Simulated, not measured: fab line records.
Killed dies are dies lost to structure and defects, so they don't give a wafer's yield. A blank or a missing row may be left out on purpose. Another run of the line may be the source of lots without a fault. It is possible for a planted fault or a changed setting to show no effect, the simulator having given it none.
Chamber matching    flow gf180mcu    GF_V1_ETCH_16 on rie_diel-01: 4 sister chambers
The step etches BARC in N2/H2. 4 wafers are shown with their chamber, then 7 later ones without.

EACH WAFER AND ITS CHAMBER
wafer   chamber  drypump_motor_current_A (A)
L076.5  2        6.2
L088.4  3        6.4
L091.3  1        6.1
L091.4  0        4.9

WAFERS WITHOUT THEIR CHAMBER
wafer   drypump_motor_current_A (A)
L091.5  6.4
L094.1  6.1
L094.4  4.9
L094.5  6.3
L095.4  6.1
L095.5  6.2
L095.6  6.1

WHICH CHAMBER EACH ONE RAN IN
wafer   from the rows above      in truth
L091.5  3                        3
L094.1  1                        1
L094.4  0                        0
L094.5  can't be placed: 2 or 3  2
L095.4  1                        1
L095.5  2                        2
L095.6  1                        1
6 of 7 placed correctly. Cannot be placed on the basis of these rows: 1; the candidates contain the true chamber in 1. 0 placed wrongly.
How it was worked out, from the rows above alone: a wafer's distance from a chamber is the root of the sum, over the readings, of the square of ((its reading less the chamber's mean) divided by the reading's scatter). The wafer belongs to the nearest chamber; if the next one is less than 2 further off, it can't be placed. A chamber's mean is the mean of its shown wafers. The scatter: with one shown wafer a chamber, the root of the mean of the squares of how far each hidden wafer lies from its nearest shown one.
